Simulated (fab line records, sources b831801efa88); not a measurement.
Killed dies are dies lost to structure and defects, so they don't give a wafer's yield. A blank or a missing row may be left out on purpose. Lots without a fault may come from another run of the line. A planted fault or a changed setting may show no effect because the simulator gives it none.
Which tool did it? | flow gf180mcu | 13 lots, 39 wafers sampled, at 3 steps of a route of 602

WHAT THE GAUGES READ, wafer by wafer
GF_V4_RS_MEAS_24: measures by four-point-probe.
lot  | measured     | on            | V4_W_RS (ohm/sq)
L715 | day 24 14:08 | film_metro-03 | 0.337 0.329 0.337
L716 | day 24 21:12 | film_metro-03 | 0.328 0.328 0.332
L717 | day 24 23:26 | film_metro-01 | 0.328 0.322 0.326
L719 | day 25 11:06 | film_metro-01 | 0.326 0.331 0.325
L721 | day 26 17:31 | film_metro-02 | 0.325 0.327 0.324
L720 | day 26 18:35 | film_metro-02 | 0.326 0.325 0.322
L722 | day 26 22:22 | film_metro-02 | 0.327 0.324 0.328
L723 | day 27 03:32 | film_metro-02 | 0.337 0.334 0.335
L726 | day 27 23:18 | film_metro-03 | 0.331 0.332 0.335
L729 | day 28 23:00 | film_metro-02 | 0.329 0.325 0.326
L730 | day 29 15:46 | film_metro-01 | 0.329 0.330 0.332
L732 | day 30 05:28 | film_metro-02 | 0.334 0.334 0.337
L737 | day 31 06:30 | film_metro-01 | 0.329 0.326 0.331

WHICH TOOL RAN EACH LOT (tool, then ch and the chambers of the sampled wafers, then the start)
lot  | GF_V4_CVD_02                    | GF_V4_SPUTTER_22
L715 | pecvd-03 ch 0,1,2, day 23 14:28 | pvd_sputter-04, day 24 13:56
L716 | pecvd-02 ch 0,1, day 23 21:46   | pvd_sputter-03, day 24 20:55
L717 | pecvd-04 ch 0,1,2, day 23 23:54 | pvd_sputter-04, day 24 23:16
L719 | pecvd-02 ch 0,1, day 24 12:42   | pvd_sputter-03, day 25 10:56
L721 | pecvd-02 ch 0,2, day 25 18:49   | pvd_sputter-04, day 26 17:22
L720 | pecvd-03 ch 0,1,2, day 25 20:19 | pvd_sputter-01, day 26 18:26
L722 | pecvd-03 ch 0,1,2, day 26 00:01 | pvd_sputter-04, day 26 22:13
L723 | pecvd-02 ch 1,2, day 26 04:47   | pvd_sputter-04, day 27 03:23
L726 | pecvd-02 ch 0,1, day 27 02:05   | pvd_sputter-04, day 27 23:09
L729 | pecvd-02 ch 0,1,2, day 28 02:35 | pvd_sputter-03, day 28 22:49
L730 | pecvd-02 ch 0,1,2, day 28 19:11 | pvd_sputter-04, day 29 15:37
L732 | pecvd-02 ch 0,1,2, day 29 09:34 | pvd_sputter-01, day 30 05:17
L737 | pecvd-04 ch 0,1,2, day 30 11:06 | pvd_sputter-01, day 31 06:21
- GF_V4_CVD_02: deposits SiO2 from TEOS, target thk 850 nm, time 94.851 s.
- GF_V4_SPUTTER_22: material TiN, target thk 10 nm, time 40 s.

WHAT THE TOOLS THEMSELVES READ (means of the sampled wafers that have a number; where no wafer has one, the mark that the record gives instead)
GF_V4_CVD_02.
lot  | tool     | heater_power_w (W)
L715 | pecvd-03 | 617
L716 | pecvd-02 | 557
L717 | pecvd-04 | 615
L719 | pecvd-02 | 602
L721 | pecvd-02 | 635
L720 | pecvd-03 | 569
L722 | pecvd-03 | 617
L723 | pecvd-02 | 627
L726 | pecvd-02 | 599
L729 | pecvd-02 | 588
L730 | pecvd-02 | 591
L732 | pecvd-02 | 533
L737 | pecvd-04 | 696

GF_V4_SPUTTER_22.
lot  | tool           | throttle_valve_pct (%)
L715 | pvd_sputter-04 | 29.5
L716 | pvd_sputter-03 | 30.7
L717 | pvd_sputter-04 | 29.0
L719 | pvd_sputter-03 | 31.0
L721 | pvd_sputter-04 | 30.0
L720 | pvd_sputter-01 | 29.9
L722 | pvd_sputter-04 | 29.4
L723 | pvd_sputter-04 | 29.2
L726 | pvd_sputter-04 | 29.5
L729 | pvd_sputter-03 | 31.6
L730 | pvd_sputter-04 | 30.0
L732 | pvd_sputter-01 | 30.1
L737 | pvd_sputter-01 | 29.9

THE ANSWER, worked out from the rows above alone
Rule: what is usual is taken from the lots themselves. Put in order of their means at a reading, lots are off if they are a third of the lots or fewer, leave a main group of 4 or more, and stand apart from it by a gap of 3 or more times the standard deviation of the main group's means; of several such gaps the widest counts. A main group whose means are all the same, to the digits that the tables above print for the reading, isn't used. A lot without any number at a reading at which 4 lots or more have one is off too. The other lots that the step has rows for count as sound. The gauges are gone through in route order, then the tools' own readings, and for those a lot's mean is taken as printed above. The first step at which some lot is off is used, and at that step the reading that is off furthest; a lot without a number counts as furthest.
No lot is off at any reading shown: from this, nothing can be told.

WHAT THE SIMULATOR HAD PUT IN
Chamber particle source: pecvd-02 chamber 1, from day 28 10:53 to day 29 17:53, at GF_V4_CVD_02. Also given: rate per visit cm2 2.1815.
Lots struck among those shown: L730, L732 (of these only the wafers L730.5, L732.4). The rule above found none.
